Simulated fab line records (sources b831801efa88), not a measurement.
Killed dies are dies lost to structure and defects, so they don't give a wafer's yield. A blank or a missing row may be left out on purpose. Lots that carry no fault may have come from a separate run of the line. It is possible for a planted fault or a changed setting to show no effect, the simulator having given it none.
fab line records -- flow sky130
[record] lots = 24, wafers = 72, last-day = 50
route steps=708 shown VIA1@459 METAL2@485 METAL3@565
lots untouched by any fault: they come from a run of this same line in which no faults occurred
start-h: hours from the record's opening day to when the first of the lot's shown wafers began -- wait-h: hours elapsed since this lot's preceding step -- " the same as in the row above -- L1.1+2: a row that stands for several wafers -- - either no value or no given start -- * or withheld: withheld -- < > ~ a bound
route shown NAME@n: a module of which the file shows steps, and the number in the route of the first -- usual: mean/standard deviation taken from wafers without a fault -- same: alike in all rows -- chamber/n: place in a boat -- sites: the reading at each site -- _std_site: the standard deviation of these -- _edge_site: inner sites' mean taken away from outer sites' mean -- radius-mm: for every site, how far away it sits from the centre of the wafer -- mask NAME#n: copy n -- behind: the most recent tool/chamber to have shaped the wafer -- hold: the reason the lot was held/the length of the hold in hours/how it ended -- device: transistor that didn't switch, given as n, p or np -- end of line: the route-end tests of the same wafers -- step lacking rows: just its recipe -- killed: count of dies lost to structure and defects at first sort (not the wafer's yield) -- map: per-die view of a wafer (x killed, . not killed, _ where there is no die)
set.NAME: the setting the step ran with; set.NAME@STEP: the setting that earlier step ran with -- model.NAME: the simulator's own value behind a step, which no gauge read
one table for each step of the route and one row for each wafer, over a sample of lots
services: a tool's chamber out of use, with start hour (start-h, from the record's first day; less than 0 if before it), hours out, and reason
[[steps]]
[step SKY_VIA1_THK_MEAS_01]
[recipe] reads = SiO2_of_VIA1_HDPCVD_00
[usual] VIA1_HDPCVD_THK = 1026/11
lot.wafer,tool,chamber,start-h,wait-h,VIA1_HDPCVD_THK[nm]
L074.1,film-metro-04,-,768.53,0.1,999
L074.4,film-metro-04,-,768.53,0.1,1008
L074.6,film-metro-04,-,768.53,0.1,1008
L075.3,film-metro-03,-,779.09,0.1,1040
L075.4,film-metro-03,-,779.09,0.1,1031
L075.5,film-metro-03,-,779.09,0.1,1026
L076.1,film-metro-02,-,783.56,0.1,1053
L076.2,film-metro-02,-,783.56,0.1,1039
L076.6,film-metro-02,-,783.56,0.1,1042
L077.1,film-metro-03,-,793.83,0.1,1013
L077.2,film-metro-03,-,793.83,0.1,1018
L077.4,film-metro-03,-,793.83,0.1,1007
L078.1,film-metro-04,-,801.69,0.1,1016
L078.5,film-metro-04,-,801.69,0.1,1010
L078.6,film-metro-04,-,801.69,0.1,1030
L079.2,film-metro-03,-,804.75,0.1,1033
L079.3,film-metro-03,-,804.75,0.1,1024
L079.4,film-metro-03,-,804.75,0.1,1046
L080.1,film-metro-02,-,814.02,0.1,1031
L080.2,film-metro-02,-,814.02,0.1,1026
L080.5,film-metro-02,-,814.02,0.1,1022
L081.1,film-metro-03,-,822.20,0.1,1033
L081.3,film-metro-03,-,822.20,0.1,1016
L081.4,film-metro-03,-,822.20,0.1,1026
L082.3,film-metro-04,-,834.30,0.1,1032
L082.5,film-metro-04,-,834.30,0.1,1041
L082.6,film-metro-04,-,834.30,0.1,1024
L083.2,film-metro-03,-,840.14,0.1,1025
L083.3,film-metro-03,-,840.14,0.1,1031
L083.4,film-metro-03,-,840.14,0.1,1051
L084.1,film-metro-04,-,845.07,0.1,1038
L084.3,film-metro-04,-,845.07,0.1,1023
L084.4,film-metro-04,-,845.07,0.1,1039
L085.2,film-metro-03,-,853.19,0.1,1017
L085.4,film-metro-03,-,853.19,0.1,1012
L085.5,film-metro-03,-,853.19,0.1,1023
L086.1,film-metro-02,-,859.94,0.1,1026
L086.3,film-metro-02,-,859.94,0.1,1016
L086.4,film-metro-02,-,859.94,0.1,1023
L087.2,film-metro-02,-,867.86,0.1,1040
L087.3,film-metro-02,-,867.86,0.1,1028
L087.5,film-metro-02,-,867.86,0.1,1061
L088.3,film-metro-04,-,875.11,0.1,1033
L088.5,film-metro-04,-,875.11,0.1,1032
L088.6,film-metro-04,-,875.11,0.1,999
L089.4,film-metro-04,-,883.55,0.0,1029
L089.5,film-metro-04,-,883.55,0.0,1018
L089.6,film-metro-04,-,883.55,0.0,1030
L090.2,film-metro-02,-,888.95,0.1,1034
L090.3,film-metro-02,-,888.95,0.1,1015
L090.5,film-metro-02,-,888.95,0.1,1022
L091.4,film-metro-03,-,899.16,0.0,1029
L091.5,film-metro-03,-,899.16,0.0,1030
L091.6,film-metro-03,-,899.16,0.0,1028
L092.1,film-metro-04,-,905.03,0.1,1038
L092.4,film-metro-04,-,905.03,0.1,1018
L092.6,film-metro-04,-,905.03,0.1,1032
L093.2,film-metro-02,-,909.69,0.1,1006
L093.3,film-metro-02,-,909.69,0.1,1020
L093.5,film-metro-02,-,909.69,0.1,1014
L094.1,film-metro-02,-,918.15,0.1,1048
L094.2,film-metro-02,-,918.15,0.1,1007
L094.5,film-metro-02,-,918.15,0.1,1032
L095.1,film-metro-03,-,923.00,0.1,1025
L095.2,film-metro-03,-,923.00,0.1,1016
L095.5,film-metro-03,-,923.00,0.1,1023
L096.3,film-metro-03,-,929.62,0.1,1032
L096.4,film-metro-03,-,929.62,0.1,1028
L096.5,film-metro-03,-,929.62,0.1,1018
L097.2,film-metro-02,-,944.80,0.1,1030
L097.3,film-metro-02,-,944.80,0.1,1017
L097.4,film-metro-02,-,944.80,0.1,1030
[step SKY_VIA1_CMP_02]
[recipe] material = SiO2, down-force-psi = 4, platen-rpm = 60, pad-velocity-m-s = 0.94248
[usual] motor-current-A = 11.7/1.1
lot.wafer,tool,chamber,start-h,wait-h,motor-current-A
L074.4,cmp-01,3,768.64,0.1,12.8
L074.1,cmp-01,0,768.64,0.1,10.9
L074.6,cmp-01,3,768.64,0.1,12.3
L075.3,cmp-01,1,779.18,0.1,11.8
L075.4,cmp-01,2,779.18,0.1,12.6
L075.5,cmp-01,1,779.18,0.1,12.3
L076.2,cmp-01,3,783.67,0.1,13.4
L076.1,cmp-01,1,783.67,0.1,11.8
L076.6,cmp-01,3,783.67,0.1,12.4
L077.2,cmp-02,2,793.89,0.0,10.7
L077.1,cmp-02,0,793.89,0.0,9.8
L077.4,cmp-02,1,793.89,0.0,10.4
L078.1,cmp-02,0,801.85,0.1,8.8
L078.5,cmp-02,2,801.85,0.1,10.7
L078.6,cmp-02,3,801.85,0.1,13.3
L079.4,cmp-01,0,804.80,0.0,10.9
L079.2,cmp-01,1,804.80,0.0,11.7
L079.3,cmp-01,3,804.80,0.0,12.4
L080.1,cmp-01,2,814.13,0.1,11.7
L080.2,cmp-01,0,814.13,0.1,11.5
L080.5,cmp-01,2,814.13,0.1,12.1
L081.4,cmp-02,0,822.26,0.0,9.6
L081.1,cmp-02,1,822.26,0.0,11.2
L081.3,cmp-02,3,822.26,0.0,12.6
L082.3,cmp-01,3,834.34,0.0,12.8
L082.5,cmp-01,3,834.34,0.0,12.8
L082.6,cmp-01,0,834.34,0.0,11.8
L083.4,cmp-01,2,840.19,0.0,11.3
L083.2,cmp-01,3,840.19,0.0,13.2
L083.3,cmp-01,0,840.19,0.0,11.1
L084.1,cmp-01,1,845.13,0.1,12.5
L084.3,cmp-01,2,845.13,0.1,12.2
L084.4,cmp-01,3,845.13,0.1,13.1
L085.2,cmp-02,3,853.24,0.0,13.0
L085.4,cmp-02,0,853.24,0.0,9.2
L085.5,cmp-02,3,853.24,0.0,13.0
L086.1,cmp-01,0,860.00,0.1,11.5
L086.4,cmp-01,2,860.00,0.1,11.2
L086.3,cmp-01,3,860.00,0.1,13.2
L087.3,cmp-02,0,868.01,0.1,9.3
L087.2,cmp-02,1,868.01,0.1,10.8
L087.5,cmp-02,3,868.01,0.1,12.7
L088.3,cmp-01,3,875.15,0.0,13.3
L088.6,cmp-01,3,875.15,0.0,13.2
L088.5,cmp-01,0,875.15,0.0,11.3
L089.4,cmp-01,3,883.68,0.1,13.0
L089.5,cmp-01,1,883.68,0.1,12.3
L089.6,cmp-01,2,883.68,0.1,11.3
L090.2,cmp-01,2,889.00,0.0,11.6
L090.3,cmp-01,3,889.00,0.0,12.8
L090.5,cmp-01,3,889.00,0.0,13.1
L091.4,cmp-01,2,899.35,0.2,12.4
L091.5,cmp-01,2,899.35,0.2,11.9
L091.6,cmp-01,3,899.35,0.2,13.9
L092.4,cmp-01,1,905.09,0.0,12.1
L092.1,cmp-01,2,905.09,0.0,12.1
L092.6,cmp-01,2,905.09,0.0,11.4
L093.2,cmp-02,1,909.74,0.0,10.7
L093.3,cmp-02,3,909.74,0.0,13.4
L093.5,cmp-02,2,909.74,0.0,9.9
L094.2,cmp-01,2,918.26,0.1,11.8
L094.1,cmp-01,3,918.26,0.1,12.3
L094.5,cmp-01,2,918.26,0.1,12.0
L095.2,cmp-02,1,923.06,0.0,10.9
L095.1,cmp-02,0,923.06,0.0,9.7
L095.5,cmp-02,1,923.06,0.0,10.9
L096.4,cmp-02,2,929.76,0.1,10.2
L096.3,cmp-02,3,929.76,0.1,13.6
L096.5,cmp-02,1,929.76,0.1,11.0
L097.2,cmp-01,2,944.85,0.0,12.4
L097.4,cmp-01,0,944.85,0.0,11.4
L097.3,cmp-01,1,944.85,0.0,12.0
[step SKY_VIA1_CVD_21]
[recipe] material = W, target-thk-nm = 270, time-s = 80.902, temp-c = 400, pressure-torr = 40
[usual] heater-power-w = 811/59
lot.wafer,tool,chamber,start-h,wait-h,heater-power-w
L074.1,cvd-w-02,1,796.61,0.0,781
L074.4,cvd-w-02,1,796.61,0.0,758
L074.6,cvd-w-02,1,796.61,0.0,775
L075.3,cvd-w-01,0,806.98,0.1,844
L075.4,cvd-w-01,1,806.98,0.1,883
L075.5,cvd-w-01,0,806.98,0.1,845
L076.1,cvd-w-02,1,811.30,0.0,792
L076.2,cvd-w-02,0,811.30,0.0,757
L076.6,cvd-w-02,1,811.30,0.0,788
L077.1,cvd-w-02,0,821.82,0.0,744
L077.2,cvd-w-02,1,821.82,0.0,765
L077.4,cvd-w-02,1,821.82,0.0,789
L078.1,cvd-w-02,1,829.23,0.0,780
L078.5,cvd-w-02,1,829.23,0.0,765
L078.6,cvd-w-02,0,829.23,0.0,743
L079.2,cvd-w-02,0,832.59,0.0,714
L079.3,cvd-w-02,1,832.59,0.0,761
L079.4,cvd-w-02,0,832.59,0.0,753
L080.1,cvd-w-02,1,841.50,0.0,812
L080.2,cvd-w-02,0,841.50,0.0,745
L080.5,cvd-w-02,1,841.50,0.0,801
L081.1,cvd-w-02,0,850.14,0.0,743
L081.3,cvd-w-02,0,850.14,0.0,741
L081.4,cvd-w-02,1,850.14,0.0,776
L082.3,cvd-w-02,0,862.69,0.1,760
L082.5,cvd-w-02,0,862.69,0.1,749
L082.6,cvd-w-02,1,862.69,0.1,766
L083.2,cvd-w-01,1,867.76,0.0,884
L083.3,cvd-w-01,0,867.76,0.0,846
L083.4,cvd-w-01,1,867.76,0.0,877
L084.1,cvd-w-01,1,873.44,0.0,893
L084.3,cvd-w-01,0,873.44,0.0,837
L084.4,cvd-w-01,1,873.44,0.0,874
L085.2,cvd-w-01,1,880.68,0.0,856
L085.4,cvd-w-01,1,880.68,0.0,874
L085.5,cvd-w-01,0,880.68,0.0,846
L086.1,cvd-w-01,1,887.57,0.0,898
L086.3,cvd-w-01,1,887.57,0.0,885
L086.4,cvd-w-01,0,887.57,0.0,831
L087.2,cvd-w-02,0,894.93,0.0,749
L087.3,cvd-w-02,1,894.93,0.0,797
L087.5,cvd-w-02,1,894.93,0.0,778
L088.3,cvd-w-01,1,902.30,0.1,869
L088.5,cvd-w-01,1,902.30,0.1,906
L088.6,cvd-w-01,0,902.30,0.1,851
L089.4,cvd-w-01,1,910.60,0.1,889
L089.5,cvd-w-01,0,910.60,0.1,853
L089.6,cvd-w-01,1,910.60,0.1,922
L090.2,cvd-w-01,0,915.08,0.0,820
L090.3,cvd-w-01,1,915.08,0.0,883
L090.5,cvd-w-01,1,915.08,0.0,892
L091.4,cvd-w-02,0,926.15,0.1,710
L091.5,cvd-w-02,0,926.15,0.1,710
L091.6,cvd-w-02,1,926.15,0.1,740
L092.1,cvd-w-01,0,931.29,0.0,832
L092.4,cvd-w-01,0,931.29,0.0,837
L092.6,cvd-w-01,1,931.29,0.0,901
L093.2,cvd-w-01,0,935.89,0.0,836
L093.3,cvd-w-01,0,935.89,0.0,844
L093.5,cvd-w-01,1,935.89,0.0,888
L094.1,cvd-w-01,1,944.53,0.0,901
L094.2,cvd-w-01,0,944.53,0.0,856
L094.5,cvd-w-01,0,944.53,0.0,849
L095.1,cvd-w-01,0,949.58,0.0,843
L095.2,cvd-w-01,1,949.58,0.0,902
L095.5,cvd-w-01,1,949.58,0.0,871
L096.3,cvd-w-02,0,955.29,0.1,718
L096.4,cvd-w-02,1,955.29,0.1,767
L096.5,cvd-w-02,0,955.29,0.1,711
L097.2,cvd-w-02,0,969.67,0.0,708
L097.3,cvd-w-02,1,969.67,0.0,763
L097.4,cvd-w-02,0,969.67,0.0,718
[step SKY_METAL2_SPUTTER_02]
[recipe] material = AlCu, target-thk-nm = 250, power-w = 10470, time-s = 13.3, chamber-pressure-pa = 0.4
[usual] throttle-valve-pct = 30.0/1
lot.wafer,tool,chamber,start-h,wait-h,throttle-valve-pct
L074.1,pvd-sputter-03,-,797.32,0.0,31.7
L074.4,pvd-sputter-03,-,797.32,0.0,29.6
L074.6,pvd-sputter-03,-,797.32,0.0,32.0
L075.3,pvd-sputter-02,-,807.57,0.0,29.3
L075.4,pvd-sputter-02,-,807.57,0.0,27.4
L075.5,pvd-sputter-02,-,807.57,0.0,29.9
L076.1,pvd-sputter-03,-,811.92,0.0,30.0
L076.2,pvd-sputter-03,-,811.92,0.0,29.4
L076.6,pvd-sputter-03,-,811.92,0.0,30.0
L077.1,pvd-sputter-02,-,822.44,0.0,29.7
L077.2,pvd-sputter-02,-,822.44,0.0,27.5
L077.4,pvd-sputter-02,-,822.44,0.0,29.3
L078.1,pvd-sputter-02,-,829.85,0.0,30.7
L078.5,pvd-sputter-02,-,829.85,0.0,30.5
L078.6,pvd-sputter-02,-,829.85,0.0,30.0
L079.2,pvd-sputter-02,-,833.21,0.0,27.4
L079.3,pvd-sputter-02,-,833.21,0.0,29.1
L079.4,pvd-sputter-02,-,833.21,0.0,30.2
L080.1,pvd-sputter-02,-,842.12,0.0,27.6
L080.2,pvd-sputter-02,-,842.12,0.0,30.1
L080.5,pvd-sputter-02,-,842.12,0.0,30.6
L081.1,pvd-sputter-04,-,850.76,0.0,30.5
L081.3,pvd-sputter-04,-,850.76,0.0,31.4
L081.4,pvd-sputter-04,-,850.76,0.0,29.3
L082.3,pvd-sputter-03,-,863.28,0.0,29.9
L082.5,pvd-sputter-03,-,863.28,0.0,29.7
L082.6,pvd-sputter-03,-,863.28,0.0,31.7
L083.2,pvd-sputter-03,-,868.38,0.0,29.7
L083.3,pvd-sputter-03,-,868.38,0.0,29.8
L083.4,pvd-sputter-03,-,868.38,0.0,31.7
L084.1,pvd-sputter-03,-,874.06,0.0,29.8
L084.3,pvd-sputter-03,-,874.06,0.0,29.5
L084.4,pvd-sputter-03,-,874.06,0.0,31.6
L085.2,pvd-sputter-04,-,881.31,0.0,30.2
L085.4,pvd-sputter-04,-,881.31,0.0,29.0
L085.5,pvd-sputter-04,-,881.31,0.0,30.2
L086.1,pvd-sputter-03,-,888.19,0.0,31.8
L086.3,pvd-sputter-03,-,888.19,0.0,29.9
L086.4,pvd-sputter-03,-,888.19,0.0,30.0
L087.2,pvd-sputter-04,-,895.55,0.0,30.1
L087.3,pvd-sputter-04,-,895.55,0.0,30.4
L087.5,pvd-sputter-04,-,895.55,0.0,31.2
L088.3,pvd-sputter-04,-,902.89,0.0,29.9
L088.5,pvd-sputter-04,-,902.89,0.0,30.5
L088.6,pvd-sputter-04,-,902.89,0.0,29.1
L089.4,pvd-sputter-02,-,911.19,0.0,27.6
L089.5,pvd-sputter-02,-,911.19,0.0,30.3
L089.6,pvd-sputter-02,-,911.19,0.0,29.4
L090.2,pvd-sputter-03,-,916.05,0.0,31.6
L090.3,pvd-sputter-03,-,916.05,0.0,29.8
L090.5,pvd-sputter-03,-,916.05,0.0,31.6
L091.4,pvd-sputter-02,-,926.74,0.0,27.5
L091.5,pvd-sputter-02,-,926.74,0.0,30.9
L091.6,pvd-sputter-02,-,926.74,0.0,30.1
L092.1,pvd-sputter-03,-,931.91,0.0,31.6
L092.4,pvd-sputter-03,-,931.91,0.0,29.7
L092.6,pvd-sputter-03,-,931.91,0.0,29.9
L093.2,pvd-sputter-03,-,936.51,0.0,30.0
L093.3,pvd-sputter-03,-,936.51,0.0,29.8
L093.5,pvd-sputter-03,-,936.51,0.0,31.6
L094.1,pvd-sputter-02,-,945.15,0.0,29.3
L094.2,pvd-sputter-02,-,945.15,0.0,30.5
L094.5,pvd-sputter-02,-,945.15,0.0,30.0
L095.1,pvd-sputter-02,-,950.20,0.0,30.1
L095.2,pvd-sputter-02,-,950.20,0.0,29.2
L095.5,pvd-sputter-02,-,950.20,0.0,30.6
L096.3,pvd-sputter-04,-,955.89,0.0,31.2
L096.4,pvd-sputter-04,-,955.89,0.0,29.2
L096.5,pvd-sputter-04,-,955.89,0.0,30.2
L097.2,pvd-sputter-03,-,970.29,0.0,31.8
L097.3,pvd-sputter-03,-,970.29,0.0,29.6
L097.4,pvd-sputter-03,-,970.29,0.0,29.8
[step SKY_METAL2_RS_MEAS_05]
[recipe] thk-meas-gauge = four-point-probe, reads = TiN_of_METAL2_SPUTTER_04+Ti_of_METAL2_SPUTTER_03+AlCu_of_METAL2_SPUTTER_02+TiN_of_METAL2_SPUTTER_01+Ti_of_METAL2_SPUTTER_00
[usual] METAL2_ALCU_RS = 0.1293/0.0022
lot.wafer,tool,chamber,start-h,wait-h,METAL2_ALCU_RS[ohm/sq]
L074.1,film-metro-03,-,797.42,0.0,0.1289
L074.4,film-metro-03,-,797.42,0.0,0.1301
L074.6,film-metro-03,-,797.42,0.0,0.1294
L075.3,film-metro-04,-,807.70,0.1,0.1302
L075.4,film-metro-04,-,807.70,0.1,0.1287
L075.5,film-metro-04,-,807.70,0.1,0.1285
L076.1,film-metro-04,-,812.01,0.0,0.1330
L076.2,film-metro-04,-,812.01,0.0,0.1289
L076.6,film-metro-04,-,812.01,0.0,0.1335
L077.1,film-metro-01,-,822.53,0.0,0.1289
L077.2,film-metro-01,-,822.53,0.0,0.1286
L077.4,film-metro-01,-,822.53,0.0,0.1303
L078.1,film-metro-01,-,829.95,0.0,0.1320
L078.5,film-metro-01,-,829.95,0.0,0.1318
L078.6,film-metro-01,-,829.95,0.0,0.1305
L079.2,film-metro-01,-,833.32,0.0,0.1288
L079.3,film-metro-01,-,833.32,0.0,0.1305
L079.4,film-metro-01,-,833.32,0.0,0.1305
L080.1,film-metro-03,-,842.22,0.0,0.1290
L080.2,film-metro-03,-,842.22,0.0,0.1298
L080.5,film-metro-03,-,842.22,0.0,0.1310
L081.1,film-metro-03,-,850.85,0.0,0.1256
L081.3,film-metro-03,-,850.85,0.0,0.1258
L081.4,film-metro-03,-,850.85,0.0,0.1274
L082.3,film-metro-03,-,863.41,0.1,0.1323
L082.5,film-metro-03,-,863.41,0.1,0.1285
L082.6,film-metro-03,-,863.41,0.1,0.1298
L083.2,film-metro-01,-,868.49,0.0,0.1300
L083.3,film-metro-01,-,868.49,0.0,0.1263
L083.4,film-metro-01,-,868.49,0.0,0.1279
L084.1,film-metro-01,-,874.15,0.0,0.1280
L084.3,film-metro-01,-,874.15,0.0,0.1290
L084.4,film-metro-01,-,874.15,0.0,0.1286
L085.2,film-metro-01,-,881.42,0.0,0.1283
L085.4,film-metro-01,-,881.42,0.0,0.1304
L085.5,film-metro-01,-,881.42,0.0,0.1276
L086.1,film-metro-04,-,888.28,0.0,0.1282
L086.3,film-metro-04,-,888.28,0.0,0.1261
L086.4,film-metro-04,-,888.28,0.0,0.1295
L087.2,film-metro-04,-,895.67,0.0,0.1266
L087.3,film-metro-04,-,895.67,0.0,0.1273
L087.5,film-metro-04,-,895.67,0.0,0.1261
L088.3,film-metro-03,-,903.02,0.1,0.1258
L088.5,film-metro-03,-,903.02,0.1,0.1257
L088.6,film-metro-03,-,903.02,0.1,0.1269
L089.4,film-metro-01,-,911.34,0.1,0.1302
L089.5,film-metro-01,-,911.34,0.1,0.1320
L089.6,film-metro-01,-,911.34,0.1,0.1298
L090.2,film-metro-01,-,916.17,0.0,0.1311
L090.3,film-metro-01,-,916.17,0.0,0.1299
L090.5,film-metro-01,-,916.17,0.0,0.1305
L091.4,film-metro-01,-,926.89,0.1,0.1291
L091.5,film-metro-01,-,926.89,0.1,0.1313
L091.6,film-metro-01,-,926.89,0.1,0.1311
L092.1,film-metro-04,-,932.00,0.0,0.1284
L092.4,film-metro-04,-,932.00,0.0,0.1305
L092.6,film-metro-04,-,932.00,0.0,0.1309
L093.2,film-metro-01,-,936.62,0.0,0.1277
L093.3,film-metro-01,-,936.62,0.0,0.1301
L093.5,film-metro-01,-,936.62,0.0,0.1291
L094.1,film-metro-01,-,945.24,0.0,0.1288
L094.2,film-metro-01,-,945.24,0.0,0.1307
L094.5,film-metro-01,-,945.24,0.0,0.1313
L095.1,film-metro-01,-,950.29,0.0,0.1322
L095.2,film-metro-01,-,950.29,0.0,0.1309
L095.5,film-metro-01,-,950.29,0.0,0.1335
L096.3,film-metro-04,-,956.03,0.1,0.1243
L096.4,film-metro-04,-,956.03,0.1,0.1255
L096.5,film-metro-04,-,956.03,0.1,0.1247
L097.2,film-metro-01,-,970.41,0.0,0.1298
L097.3,film-metro-01,-,970.41,0.0,0.1296
L097.4,film-metro-01,-,970.41,0.0,0.1313
[step SKY_METAL3_DESCUM_15]
[recipe] chemistry = O2, source-power-w = 150, bias-power-w = 0, pressure-mtorr = 10, temp-c = 40, time-s = 8
[usual] drypump-motor-current-A = 5.4/0.31, he-backside-leak-sccm = 3.41/0.18, oes-product-au = 0.999/0.019
lot.wafer,tool,chamber,start-h,wait-h,drypump-motor-current-A,he-backside-leak-sccm,oes-product-au,rf-hours-counter-h
L074.1,rie-metal-04,0,906.28,0.0,5.0,3.65,0.992,13
L074.4,rie-metal-04,0,906.28,0.0,5.0,3.48,0.989,-
L074.6,rie-metal-04,0,906.28,0.0,5.0,3.71,0.984,-
L075.3,rie-metal-04,1,916.09,0.0,5.6,3.25,0.993,-
L075.4,rie-metal-04,0,916.09,0.0,5.0,3.73,0.991,-
L075.5,rie-metal-04,1,916.09,0.0,5.6,3.34,0.987,-
L076.1,rie-metal-03,1,919.64,0.0,5.1,3.60,1.017,11
L076.2,rie-metal-03,0,919.64,0.0,5.6,3.67,0.972,4
L076.6,rie-metal-03,0,919.64,0.0,5.6,3.65,0.968,-
L077.1,rie-metal-02,0,930.68,0.0,6.0,3.42,1.018,17
L077.2,rie-metal-02,1,930.68,0.0,5.3,3.31,1.020,9
L077.4,rie-metal-02,0,930.68,0.0,6.0,3.31,1.010,-
L078.1,rie-metal-02,1,937.18,0.0,5.3,3.19,1.014,10
L078.5,rie-metal-02,1,937.18,0.0,5.3,3.20,1.013,-
L078.6,rie-metal-02,0,937.18,0.0,5.9,3.13,1.022,-
L079.2,rie-metal-02,1,939.53,0.0,5.3,3.33,1.015,10
L079.3,rie-metal-02,0,939.53,0.0,5.9,3.17,1.021,-
L079.4,rie-metal-02,1,939.53,0.0,5.3,3.19,1.020,-
L080.1,rie-metal-02,0,948.89,0.0,5.9,3.34,1.016,18
L080.2,rie-metal-02,1,948.89,0.0,5.3,3.25,1.007,10
L080.5,rie-metal-02,1,948.89,0.0,5.3,3.30,1.011,-
L081.1,rie-metal-03,1,955.34,0.0,5.2,3.57,1.011,13
L081.3,rie-metal-03,1,955.34,0.0,5.2,3.60,1.005,-
L081.4,rie-metal-03,0,955.34,0.0,5.6,3.38,0.965,-
L082.3,rie-metal-04,0,967.81,0.0,5.0,3.83,0.986,-
L082.5,rie-metal-04,0,967.81,0.0,5.0,3.63,0.988,-
L082.6,rie-metal-04,0,967.81,0.0,5.0,3.51,0.994,-
L083.2,rie-metal-03,0,973.14,0.0,5.6,3.53,0.973,6
L083.3,rie-metal-03,1,973.14,0.0,5.1,3.59,0.998,-
L083.4,rie-metal-03,0,973.14,0.0,5.5,3.64,0.966,-
L084.1,rie-metal-02,1,977.44,0.0,5.3,3.21,1.012,12
L084.3,rie-metal-02,0,977.44,0.0,6.0,3.33,1.019,-
L084.4,rie-metal-02,1,977.44,0.0,5.3,3.32,1.001,-
L085.2,rie-metal-03,0,983.34,0.0,5.6,3.47,0.973,7
L085.4,rie-metal-03,0,983.34,0.0,5.5,3.56,0.983,-
L085.5,rie-metal-03,1,983.34,0.0,5.2,3.53,1.004,-
L086.1,rie-metal-03,0,990.34,0.0,5.6,3.57,0.974,7
L086.3,rie-metal-03,0,990.34,0.0,5.6,3.77,0.983,-
L086.4,rie-metal-03,1,990.34,0.0,5.2,3.50,1.003,-
L087.2,rie-metal-04,1,997.94,0.0,5.6,3.32,1.001,-
L087.3,rie-metal-04,1,997.94,0.0,5.6,3.27,1.000,-
L087.5,rie-metal-04,1,997.94,0.0,5.6,3.43,0.999,-
L088.3,rie-metal-02,1,1004.60,0.0,5.3,3.33,1.019,-
L088.5,rie-metal-02,0,1004.60,0.0,6.0,3.20,1.030,-
L088.6,rie-metal-02,1,1004.60,0.0,5.3,3.38,1.010,-
L089.4,rie-metal-03,1,1013.00,0.0,5.2,3.53,1.015,-
L089.5,rie-metal-03,1,1013.00,0.0,5.2,3.43,1.012,-
L089.6,rie-metal-03,0,1013.00,0.0,5.6,3.49,0.974,-
L090.2,rie-metal-04,1,1016.65,0.0,5.6,3.25,0.990,-
L090.3,rie-metal-04,1,1016.65,0.0,5.6,3.14,0.998,-
L090.5,rie-metal-04,1,1016.65,0.0,5.6,3.31,0.999,-
L091.4,rie-metal-03,1,1026.15,0.0,5.2,3.44,1.021,-
L091.5,rie-metal-03,1,1026.15,0.0,5.2,3.44,1.014,-
L091.6,rie-metal-03,0,1026.15,0.0,5.6,3.66,0.964,-
L092.1,rie-metal-03,1,1030.04,0.0,5.2,3.33,1.018,16
L092.4,rie-metal-03,1,1030.04,0.0,5.2,3.41,1.020,-
L092.6,rie-metal-03,1,1030.04,0.0,5.2,3.45,1.021,-
L093.2,rie-metal-02,0,1035.68,0.0,5.9,3.42,1.021,23
L093.3,rie-metal-02,1,1035.68,0.0,5.3,3.21,1.006,-
L093.5,rie-metal-02,0,1035.68,0.0,5.9,3.36,1.019,-
L094.1,rie-metal-03,1,1043.09,0.0,5.2,3.49,1.020,17
L094.2,rie-metal-03,0,1043.09,0.0,5.6,3.57,0.971,11
L094.5,rie-metal-03,1,1043.09,0.0,5.2,3.48,1.034,-
L095.1,rie-metal-04,0,1048.39,0.0,5.0,3.52,0.987,2
L095.2,rie-metal-04,1,1048.39,0.0,5.6,3.17,0.993,6
L095.5,rie-metal-04,1,1048.39,0.0,5.6,3.28,0.999,-
L096.3,rie-metal-04,1,1052.95,0.0,5.6,3.23,0.991,-
L096.4,rie-metal-04,0,1052.95,0.0,5.0,3.58,0.981,-
L096.5,rie-metal-04,1,1052.95,0.0,5.6,3.30,0.991,-
L097.2,rie-metal-04,0,1065.84,0.0,5.0,3.33,0.981,3
L097.3,rie-metal-04,0,1065.84,0.0,5.0,3.48,0.978,-
L097.4,rie-metal-04,1,1065.84,0.0,5.6,3.25,0.999,-
[[services]]
tool,chamber,start-h,hours,kind
rie-metal-03,-,744.73,28.1,pm
cmp-01,-,750.53,4.0,pm
cmp-01,-,766.76,1.3,repair
cvd-w-02,0,769.66,9.6,repair
cmp-02,-,771.20,4.9,pm
cvd-w-02,0,784.36,14.0,repair
cmp-02,-,790.38,2.3,repair
rie-metal-03,0,798.82,2.8,repair
cmp-01,-,799.56,3.5,pm
cmp-01,-,810.60,0.6,repair
cvd-w-02,-,813.73,2.8,pm
rie-metal-04,-,821.12,2.8,pm
cvd-w-01,-,857.58,0.6,repair
cmp-01,-,884.75,2.9,repair
cmp-02,-,897.51,2.3,repair
cvd-w-02,-,904.00,14.0,pm
rie-metal-04,0,907.78,4.0,repair
cmp-02,-,912.15,4.0,pm
cmp-02,-,913.13,3.7,repair
rie-metal-03,-,920.49,0.2,repair
cvd-w-01,-,956.31,1.8,repair
cmp-01,-,971.55,4.0,repair
rie-metal-03,1,976.43,1.9,repair
rie-metal-03,-,1061.93,1.5,repair
[[key]]
fault none
